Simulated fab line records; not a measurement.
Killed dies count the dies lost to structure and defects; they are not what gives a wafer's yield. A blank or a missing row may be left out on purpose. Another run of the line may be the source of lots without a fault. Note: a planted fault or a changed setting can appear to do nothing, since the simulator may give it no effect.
fab line records	flow gf180mcu
record: lots: 24	wafers: 72	last_day: 34
route steps=602 shown M1@316 V3@432 MIM@506 V5@561
lots with no fault: from the same line, run without faults
start_h: start of the lot's first displayed wafer, in hours after the record's first day	wait_h: how many hours have passed since the lot's step before this one	" identical to the entry in the row above	L1.1+2: a single row standing in for several wafers	- either no value or no given start	* or withheld: withheld	< > ~ a bound
route shown NAME@n: NAME is a module with steps in the file, n the number in the route of the first one	usual: mean/standard deviation taken from wafers without a fault	same: alike in all rows	chamber/n: place in a boat	sites: each site's reading	_std_site: how widely they spread, as a standard deviation	_edge_site: outer sites' mean less inner sites'	radius_mm: for every site, how far away it sits from the centre of the wafer	mask NAME#n: copy n	behind: the last tool/chamber to shape the wafer	hold: the reason the lot was held/the length of the hold in hours/how it ended	device: whichever transistor did not switch (one of n, p or np)	end of line: the same wafers' tests at the end of the route	where a step has no rows: the recipe by itself	killed: not the wafer's yield, but the dies lost to structure and defects at the first sort	map: the dies of a wafer, with x for killed, . for not killed, _ for no die there
set.NAME: setting as actually run; set.NAME@STEP: the setting as run at that earlier step	model.NAME: the simulator's own value behind a step, which no gauge read
one table for each step of the route and one row for each wafer, over a sample of lots
services: when a tool's chamber went out of use (start_h, in hours from the record's first day, below 0 if earlier), for how many hours, and the reason
== steps ==
step: GF_M1_SPUTTER_01
recipe: material: TiN	target_thk_nm: 30	power_w: 6500	time_s: 25	chamber_pressure_pa: 0.4
usual: throttle_valve_pct: 29.7/1.1
lot.wafer	tool	chamber	start_h	wait_h	throttle_valve_pct
L074.4	pvd_sputter-04	-	357.88	0.1	29.1
L074.5	"	-	"	"	29.4
L074.6	"	-	"	"	28.4
L075.2	pvd_sputter-03	-	361.14	0.1	30.6
L075.3	"	-	"	"	28.4
L075.6	"	-	"	"	32.4
L076.1	pvd_sputter-03	-	374.63	0.1	29.5
L076.3	"	-	"	"	28.1
L076.4	"	-	"	"	28.2
L077.1	pvd_sputter-03	-	387.05	0.1	32.5
L077.5	"	-	"	"	29.7
L077.6	"	-	"	"	30.4
L078.1	pvd_sputter-02	-	394.59	0.1	28.7
L078.2	"	-	"	"	30.6
L078.5	"	-	"	"	29.2
L079.1	pvd_sputter-04	-	401.36	0.1	29.4
L079.2	"	-	"	"	29.9
L079.6	"	-	"	"	30.4
L080.1	pvd_sputter-03	-	415.20	0.1	27.9
L080.5	"	-	"	"	28.3
L080.6	"	-	"	"	30.4
L081.1	pvd_sputter-02	-	421.49	0.1	28.7
L081.4	"	-	"	"	29.0
L081.5	"	-	"	"	30.3
L082.1	pvd_sputter-02	-	428.84	0.1	29.0
L082.2	"	-	"	"	28.9
L082.3	"	-	"	"	29.0
L083.1	pvd_sputter-04	-	436.45	0.1	29.8
L083.3	"	-	"	"	29.4
L083.4	"	-	"	"	30.9
L084.2	pvd_sputter-02	-	448.32	0.1	29.2
L084.4	"	-	"	"	30.6
L084.6	"	-	"	"	28.7
L085.4	pvd_sputter-04	-	453.12	0.1	29.3
L085.5	"	-	"	"	29.2
L085.6	"	-	"	"	29.9
L086.3	pvd_sputter-04	-	473.22	0.1	29.7
L086.4	"	-	"	"	29.3
L086.5	"	-	"	"	29.7
L087.3	pvd_sputter-03	-	479.19	0.1	27.9
L087.4	"	-	"	"	32.4
L087.5	"	-	"	"	29.6
L088.2	pvd_sputter-02	-	482.37	0.1	28.7
L088.4	"	-	"	"	30.4
L088.6	"	-	"	"	28.6
L089.3	pvd_sputter-03	-	503.03	0.1	30.4
L089.4	"	-	"	"	28.5
L089.6	"	-	"	"	30.3
L090.2	pvd_sputter-03	-	515.15	0.1	32.3
L090.4	"	-	"	"	30.4
L090.5	"	-	"	"	30.6
L091.3	pvd_sputter-04	-	519.35	0.1	30.2
L091.4	"	-	"	"	29.2
L091.5	"	-	"	"	28.8
L092.1	pvd_sputter-03	-	526.31	0.1	30.5
L092.2	"	-	"	"	32.5
L092.6	"	-	"	"	32.3
L093.2	pvd_sputter-04	-	536.42	0.1	29.5
L093.3	"	-	"	"	30.7
L093.4	"	-	"	"	28.4
L094.4	pvd_sputter-02	-	543.75	0.1	28.9
L094.5	"	-	"	"	30.2
L094.6	"	-	"	"	28.7
L095.3	pvd_sputter-03	-	550.87	0.1	30.6
L095.4	"	-	"	"	32.4
L095.5	"	-	"	"	30.6
L096.1	pvd_sputter-04	-	554.14	0.1	29.8
L096.4	"	-	"	"	30.7
L096.5	"	-	"	"	29.9
L097.2	pvd_sputter-03	-	564.73	0.1	32.2
L097.4	"	-	"	"	32.3
L097.6	"	-	"	"	30.4
step: GF_M1_RS_MEAS_05
recipe: thk_meas_gauge: four-point-probe	reads: TiN_of_M1_SPUTTER_04+Ti_of_M1_SPUTTER_03+AlCu_of_M1_SPUTTER_02+TiN_of_M1_SPUTTER_01+Ti_of_M1_SPUTTER_00
usual: M1_ALCU_RS: 0.0694/0.00058
lot.wafer	tool	chamber	start_h	wait_h	M1_ALCU_RS[ohm/sq]
L074.4	film_metro-03	-	358.06	0.1	0.0699
L074.5	"	-	"	"	0.0700
L074.6	"	-	"	"	0.0697
L075.2	film_metro-02	-	361.28	0.0	0.0688
L075.3	"	-	"	"	0.0690
L075.6	"	-	"	"	0.0686
L076.1	film_metro-03	-	374.75	0.0	0.0696
L076.3	"	-	"	"	0.0693
L076.4	"	-	"	"	0.0695
L077.1	film_metro-03	-	387.17	0.0	0.0686
L077.5	"	-	"	"	0.0689
L077.6	"	-	"	"	0.0688
L078.1	film_metro-01	-	394.71	0.0	0.0699
L078.2	"	-	"	"	0.0697
L078.5	"	-	"	"	0.0696
L079.1	film_metro-02	-	401.48	0.0	0.0701
L079.2	"	-	"	"	0.0706
L079.6	"	-	"	"	0.0696
L080.1	film_metro-02	-	415.32	0.0	0.0694
L080.5	"	-	"	"	0.0692
L080.6	"	-	"	"	0.0692
L081.1	film_metro-01	-	421.61	0.0	0.0691
L081.4	"	-	"	"	0.0696
L081.5	"	-	"	"	0.0700
L082.1	film_metro-01	-	428.96	0.0	0.0689
L082.2	"	-	"	"	0.0685
L082.3	"	-	"	"	0.0692
L083.1	film_metro-03	-	436.57	0.0	0.0705
L083.3	"	-	"	"	0.0701
L083.4	"	-	"	"	0.0698
L084.2	film_metro-02	-	448.47	0.0	0.0700
L084.4	"	-	"	"	0.0700
L084.6	"	-	"	"	0.0704
L085.4	film_metro-02	-	453.30	0.1	0.0692
L085.5	"	-	"	"	0.0693
L085.6	"	-	"	"	0.0692
L086.3	film_metro-03	-	473.38	0.1	0.0697
L086.4	"	-	"	"	0.0695
L086.5	"	-	"	"	0.0690
L087.3	film_metro-03	-	479.35	0.1	0.0691
L087.4	"	-	"	"	0.0686
L087.5	"	-	"	"	0.0690
L088.2	film_metro-03	-	482.51	0.0	0.0701
L088.4	"	-	"	"	0.0688
L088.6	"	-	"	"	0.0694
L089.3	film_metro-02	-	503.19	0.1	0.0682
L089.4	"	-	"	"	0.0693
L089.6	"	-	"	"	0.0685
L090.2	film_metro-03	-	515.29	0.0	0.0686
L090.4	"	-	"	"	0.0689
L090.5	"	-	"	"	0.0690
L091.3	film_metro-02	-	519.52	0.1	0.0699
L091.4	"	-	"	"	0.0692
L091.5	"	-	"	"	0.0698
L092.1	film_metro-02	-	526.45	0.0	0.0696
L092.2	"	-	"	"	0.0702
L092.6	"	-	"	"	0.0699
L093.2	film_metro-03	-	536.56	0.0	0.0694
L093.3	"	-	"	"	0.0683
L093.4	"	-	"	"	0.0694
L094.4	film_metro-03	-	543.93	0.1	0.0699
L094.5	"	-	"	"	0.0694
L094.6	"	-	"	"	0.0703
L095.3	film_metro-02	-	551.03	0.1	0.0689
L095.4	"	-	"	"	0.0690
L095.5	"	-	"	"	0.0686
L096.1	film_metro-03	-	554.26	0.0	0.0704
L096.4	"	-	"	"	0.0698
L096.5	"	-	"	"	0.0702
L097.2	film_metro-03	-	564.87	0.0	0.0699
L097.4	"	-	"	"	0.0697
L097.6	"	-	"	"	0.0696
step: GF_V3_THK_MEAS_03
recipe: reads: SiO2_of_V3_CVD_02
usual: V3_CVD_02_THK: 852/10
lot.wafer	tool	chamber	start_h	wait_h	V3_CVD_02_THK[nm]
L074.4	film_metro-04	-	482.60	0.0	862
L074.5	"	-	"	"	861
L074.6	"	-	"	"	865
L075.2	film_metro-04	-	485.01	0.0	852
L075.3	"	-	"	"	847
L075.6	"	-	"	"	868
L076.1	film_metro-04	-	500.48	0.0	840
L076.3	"	-	"	"	843
L076.4	"	-	"	"	865
L077.1	film_metro-01	-	511.66	0.0	834
L077.5	"	-	"	"	841
L077.6	"	-	"	"	857
L078.1	film_metro-01	-	521.84	0.0	843
L078.2	"	-	"	"	845
L078.5	"	-	"	"	862
L079.1	film_metro-02	-	528.43	0.0	842
L079.2	"	-	"	"	852
L079.6	"	-	"	"	860
L080.1	film_metro-04	-	541.57	0.0	834
L080.5	"	-	"	"	852
L080.6	"	-	"	"	851
L081.1	film_metro-01	-	549.35	0.0	841
L081.4	"	-	"	"	859
L081.5	"	-	"	"	842
L082.1	film_metro-04	-	554.10	0.0	850
L082.2	"	-	"	"	864
L082.3	"	-	"	"	846
L083.1	film_metro-01	-	562.34	0.0	861
L083.3	"	-	"	"	859
L083.4	"	-	"	"	861
L084.2	film_metro-01	-	573.93	0.0	856
L084.4	"	-	"	"	859
L084.6	"	-	"	"	858
L085.4	film_metro-04	-	576.28	0.0	852
L085.5	"	-	"	"	849
L085.6	"	-	"	"	847
L086.3	film_metro-01	-	595.52	0.1	864
L086.4	"	-	"	"	865
L086.5	"	-	"	"	868
L087.3	film_metro-02	-	601.02	0.1	845
L087.4	"	-	"	"	865
L087.5	"	-	"	"	855
L088.2	film_metro-04	-	604.64	0.0	832
L088.4	"	-	"	"	859
L088.6	"	-	"	"	857
L089.3	film_metro-01	-	622.67	0.1	848
L089.4	"	-	"	"	860
L089.6	"	-	"	"	865
L090.2	film_metro-04	-	631.98	0.0	854
L090.4	"	-	"	"	867
L090.5	"	-	"	"	867
L091.3	film_metro-02	-	635.92	0.1	845
L091.4	"	-	"	"	851
L091.5	"	-	"	"	860
L092.1	film_metro-02	-	641.32	0.0	835
L092.2	"	-	"	"	837
L092.6	"	-	"	"	852
L093.2	film_metro-02	-	650.69	0.0	841
L093.3	"	-	"	"	853
L093.4	"	-	"	"	861
L094.4	film_metro-01	-	656.58	0.0	859
L094.5	"	-	"	"	861
L094.6	"	-	"	"	856
L095.3	film_metro-04	-	663.41	0.1	843
L095.4	"	-	"	"	859
L095.5	"	-	"	"	858
L096.1	film_metro-01	-	666.55	0.0	848
L096.4	"	-	"	"	862
L096.5	"	-	"	"	859
L097.2	film_metro-01	-	676.93	0.0	850
L097.4	"	-	"	"	860
L097.6	"	-	"	"	859
step: GF_MIM_SPUTTER_03
recipe: material: Ti	target_thk_nm: 10	substrate_temp_c: 300	chamber_pressure_pa: 0.3	power_w: 3000	time_s: 6.7
usual: throttle_valve_pct: 29.6/1.1
lot.wafer	tool	chamber	start_h	wait_h	throttle_valve_pct
L074.4	pvd_sputter-03	-	558.52	0.0	30.6
L074.5	"	-	"	"	32.2
L074.6	"	-	"	"	29.6
L075.2	pvd_sputter-02	-	560.22	0.0	29.0
L075.3	"	-	"	"	30.7
L075.6	"	-	"	"	29.1
L076.1	pvd_sputter-02	-	575.85	0.0	28.9
L076.3	"	-	"	"	28.7
L076.4	"	-	"	"	29.0
L077.1	pvd_sputter-03	-	584.97	0.0	28.0
L077.5	"	-	"	"	30.5
L077.6	"	-	"	"	29.4
L078.1	pvd_sputter-02	-	594.97	0.0	29.1
L078.2	"	-	"	"	30.2
L078.5	"	-	"	"	29.1
L079.1	pvd_sputter-04	-	601.05	0.0	28.4
L079.2	"	-	"	"	29.8
L079.6	"	-	"	"	30.6
L080.1	pvd_sputter-02	-	612.61	0.0	29.1
L080.5	"	-	"	"	28.6
L080.6	"	-	"	"	28.9
L081.1	pvd_sputter-02	-	619.19	0.0	29.0
L081.4	"	-	"	"	30.3
L081.5	"	-	"	"	30.5
L082.1	pvd_sputter-04	-	624.26	0.0	28.9
L082.2	"	-	"	"	30.7
L082.3	"	-	"	"	29.9
L083.1	pvd_sputter-04	-	630.20	0.0	28.5
L083.3	"	-	"	"	30.5
L083.4	"	-	"	"	29.5
L084.2	pvd_sputter-04	-	641.83	0.0	30.4
L084.4	"	-	"	"	29.9
L084.6	"	-	"	"	28.3
L085.4	pvd_sputter-02	-	644.80	0.0	29.2
L085.5	"	-	"	"	30.4
L085.6	"	-	"	"	28.7
L086.3	pvd_sputter-04	-	663.14	0.0	29.3
L086.4	"	-	"	"	29.8
L086.5	"	-	"	"	29.7
L087.3	pvd_sputter-03	-	667.37	0.0	32.3
L087.4	"	-	"	"	30.5
L087.5	"	-	"	"	30.5
L088.2	pvd_sputter-04	-	669.27	0.0	30.5
L088.4	"	-	"	"	28.6
L088.6	"	-	"	"	29.9
L089.3	pvd_sputter-02	-	686.01	0.0	28.5
L089.4	"	-	"	"	29.3
L089.6	"	-	"	"	29.3
L090.2	pvd_sputter-04	-	696.17	0.0	29.2
L090.4	"	-	"	"	28.5
L090.5	"	-	"	"	28.4
L091.3	pvd_sputter-02	-	699.55	0.0	28.7
L091.4	"	-	"	"	29.2
L091.5	"	-	"	"	30.4
L092.1	pvd_sputter-03	-	704.17	0.0	28.0
L092.2	"	-	"	"	32.5
L092.6	"	-	"	"	29.4
L093.2	pvd_sputter-03	-	712.12	0.0	32.4
L093.3	"	-	"	"	30.6
L093.4	"	-	"	"	28.2
L094.4	pvd_sputter-03	-	718.23	0.0	30.3
L094.5	"	-	"	"	29.7
L094.6	"	-	"	"	30.5
L095.3	pvd_sputter-04	-	723.34	0.0	29.3
L095.4	"	-	"	"	28.3
L095.5	"	-	"	"	30.9
L096.1	pvd_sputter-02	-	726.10	0.0	30.3
L096.4	"	-	"	"	28.8
L096.5	"	-	"	"	29.1
L097.2	pvd_sputter-03	-	735.59	0.0	30.5
L097.4	"	-	"	"	29.6
L097.6	"	-	"	"	30.6
step: GF_MIM_CVD_05
recipe: material: Si3N4	target_thk_nm: 42	temp_max_c: 400	temp_c: 385	time_s: 29.086	rf_w: 450
usual: heater_power_w: 629/77
lot.wafer	tool	chamber	start_h	wait_h	heater_power_w
L074.4	pecvd-02	0	558.59	0.0	630
L074.5	"	1	"	"	530
L074.6	"	2	"	"	726
L075.2	pecvd-04	1	560.28	0.0	617
L075.3	"	2	"	"	578
L075.6	"	0	"	"	593
L076.1	pecvd-01	0	575.91	0.0	728
L076.3	"	2	"	"	653
L076.4	"	0	"	"	731
L077.1	pecvd-01	0	585.03	0.0	743
L077.5	"	0	"	"	764
L077.6	"	2	"	"	576
L078.1	pecvd-04	0	595.03	0.0	643
L078.2	"	2	"	"	640
L078.5	"	0	"	"	630
L079.1	pecvd-01	1	601.11	0.0	696
L079.2	"	0	"	"	639
L079.6	"	2	"	"	630
L080.1	pecvd-01	1	612.67	0.0	677
L080.5	"	1	"	"	658
L080.6	"	0	"	"	671
L081.1	pecvd-04	2	619.25	0.0	649
L081.4	"	0	"	"	720
L081.5	"	2	"	"	674
L082.1	pecvd-04	1	624.32	0.0	510
L082.2	"	2	"	"	561
L082.3	"	0	"	"	715
L083.1	pecvd-04	2	630.26	0.0	676
L083.3	"	0	"	"	735
L083.4	"	1	"	"	586
L084.2	pecvd-02	1	641.89	0.0	483
L084.4	"	0	"	"	603
L084.6	"	1	"	"	487
L085.4	pecvd-01	0	644.88	0.0	682
L085.5	"	2	"	"	638
L085.6	"	1	"	"	651
L086.3	pecvd-02	1	663.20	0.0	489
L086.4	"	1	"	"	505
L086.5	"	2	"	"	775
L087.3	pecvd-04	0	667.43	0.0	721
L087.4	"	0	"	"	710
L087.5	"	1	"	"	603
L088.2	pecvd-04	1	669.33	0.0	594
L088.4	"	2	"	"	641
L088.6	"	0	"	"	655
L089.3	pecvd-04	2	686.07	0.0	670
L089.4	"	1	"	"	511
L089.6	"	2	"	"	662
L090.2	pecvd-02	1	696.23	0.0	571
L090.4	"	2	"	"	737
L090.5	"	1	"	"	558
L091.3	pecvd-02	1	699.61	0.0	486
L091.4	"	1	"	"	477
L091.5	"	0	"	"	565
L092.1	pecvd-04	1	704.23	0.0	565
L092.2	"	2	"	"	599
L092.6	"	1	"	"	569
L093.2	pecvd-02	0	712.18	0.0	581
L093.3	"	2	"	"	688
L093.4	"	1	"	"	481
L094.4	pecvd-01	1	718.31	0.0	686
L094.5	"	0	"	"	755
L094.6	"	2	"	"	610
L095.3	pecvd-02	1	723.40	0.0	496
L095.4	"	2	"	"	773
L095.5	"	1	"	"	496
L096.1	pecvd-02	2	726.16	0.0	680
L096.4	"	2	"	"	688
L096.5	"	1	"	"	583
L097.2	pecvd-02	1	735.65	0.0	494
L097.4	"	1	"	"	496
L097.6	"	2	"	"	710
step: GF_V5_SPUTTER_21
recipe: material: Ti	target_thk_nm: 15	chamber_pressure_pa: 5	power_w: 2500	substrate_temp_c: 200	time_s: 80.02
usual: throttle_valve_pct: 30.1/1.4
lot.wafer	tool	chamber	start_h	wait_h	throttle_valve_pct
L074.4	pvd_sputter-02	-	625.38	0.0	28.5
L074.5	"	-	"	"	30.4
L074.6	"	-	"	"	28.8
L075.2	pvd_sputter-02	-	627.48	0.0	29.1
L075.3	"	-	"	"	29.2
L075.6	"	-	"	"	28.7
L076.1	pvd_sputter-01	-	641.29	0.0	32.5
L076.3	"	-	"	"	30.5
L076.4	"	-	"	"	30.6
L077.1	pvd_sputter-03	-	650.07	0.0	29.5
L077.5	"	-	"	"	28.4
L077.6	"	-	"	"	31.8
L078.1	pvd_sputter-02	-	658.63	0.0	29.1
L078.2	"	-	"	"	30.4
L078.5	"	-	"	"	28.5
L079.1	pvd_sputter-02	-	664.26	0.0	28.9
L079.2	"	-	"	"	28.7
L079.6	"	-	"	"	29.3
L080.1	pvd_sputter-03	-	676.76	0.0	28.0
L080.5	"	-	"	"	32.1
L080.6	"	-	"	"	28.1
L081.1	pvd_sputter-01	-	679.90	0.0	31.8
L081.4	"	-	"	"	30.8
L081.5	"	-	"	"	31.9
L082.1	pvd_sputter-03	-	689.28	0.0	28.4
L082.2	"	-	"	"	32.2
L082.3	"	-	"	"	29.4
L083.1	pvd_sputter-03	-	691.57	0.0	32.1
L083.3	"	-	"	"	30.4
L083.4	"	-	"	"	29.6
L084.2	pvd_sputter-02	-	701.76	0.0	30.1
L084.4	"	-	"	"	29.0
L084.6	"	-	"	"	30.5
L085.4	pvd_sputter-03	-	704.81	0.0	28.4
L085.5	"	-	"	"	29.4
L085.6	"	-	"	"	30.5
L086.3	pvd_sputter-01	-	721.16	0.0	30.9
L086.4	"	-	"	"	30.4
L086.5	"	-	"	"	32.8
L087.3	pvd_sputter-03	-	725.07	0.0	29.6
L087.4	"	-	"	"	28.2
L087.5	"	-	"	"	28.0
L088.2	pvd_sputter-03	-	727.33	0.0	29.4
L088.4	"	-	"	"	32.2
L088.6	"	-	"	"	30.5
L089.3	pvd_sputter-03	-	742.31	0.0	28.0
L089.4	"	-	"	"	30.6
L089.6	"	-	"	"	29.3
L090.2	pvd_sputter-02	-	753.68	0.0	28.9
L090.4	"	-	"	"	30.2
L090.5	"	-	"	"	30.6
L091.3	pvd_sputter-02	-	758.17	0.0	30.3
L091.4	"	-	"	"	28.8
L091.5	"	-	"	"	29.1
L092.1	pvd_sputter-03	-	758.44	0.0	32.0
L092.2	"	-	"	"	29.4
L092.6	"	-	"	"	28.3
L093.2	pvd_sputter-03	-	766.18	0.0	30.6
L093.3	"	-	"	"	32.2
L093.4	"	-	"	"	30.7
L094.4	pvd_sputter-01	-	771.90	0.0	30.5
L094.5	"	-	"	"	30.3
L094.6	"	-	"	"	32.9
L095.3	pvd_sputter-03	-	775.25	0.0	30.4
L095.4	"	-	"	"	30.5
L095.5	"	-	"	"	28.3
L096.1	pvd_sputter-02	-	777.58	0.0	29.2
L096.4	"	-	"	"	29.1
L096.5	"	-	"	"	28.7
L097.2	pvd_sputter-01	-	786.10	0.0	32.8
L097.4	"	-	"	"	30.6
L097.6	"	-	"	"	30.9
== services ==
tool	chamber	start_h	hours	kind
pecvd-01	-	368.88	14.0	pm
pecvd-01	2	384.61	6.4	repair
pecvd-04	-	390.63	1.0	repair
pvd_sputter-04	-	401.76	1.1	repair
pecvd-01	-	407.67	1.5	repair
pvd_sputter-04	-	413.04	1.2	repair
pecvd-02	1	442.12	4.0	repair
pecvd-01	-	488.81	5.5	pm
pecvd-04	-	491.18	0.5	repair
pecvd-01	-	496.53	2.8	pm
pecvd-04	2	571.19	2.6	repair
pvd_sputter-04	-	583.84	14.3	repair
pecvd-02	-	591.12	14.0	pm
pecvd-04	-	596.80	1.4	repair
pecvd-01	-	627.87	0.9	repair
pvd_sputter-03	-	629.16	1.8	repair
pecvd-01	-	633.45	0.8	repair
pvd_sputter-03	-	634.48	7.4	repair
pvd_sputter-02	-	687.37	6.2	repair
pvd_sputter-04	-	699.92	0.7	repair
pvd_sputter-02	-	745.61	5.0	repair
pecvd-02	1	757.21	22.4	repair
pecvd-02	0	764.76	15.9	repair
pvd_sputter-04	-	777.44	5.1	repair
== key ==
fault none
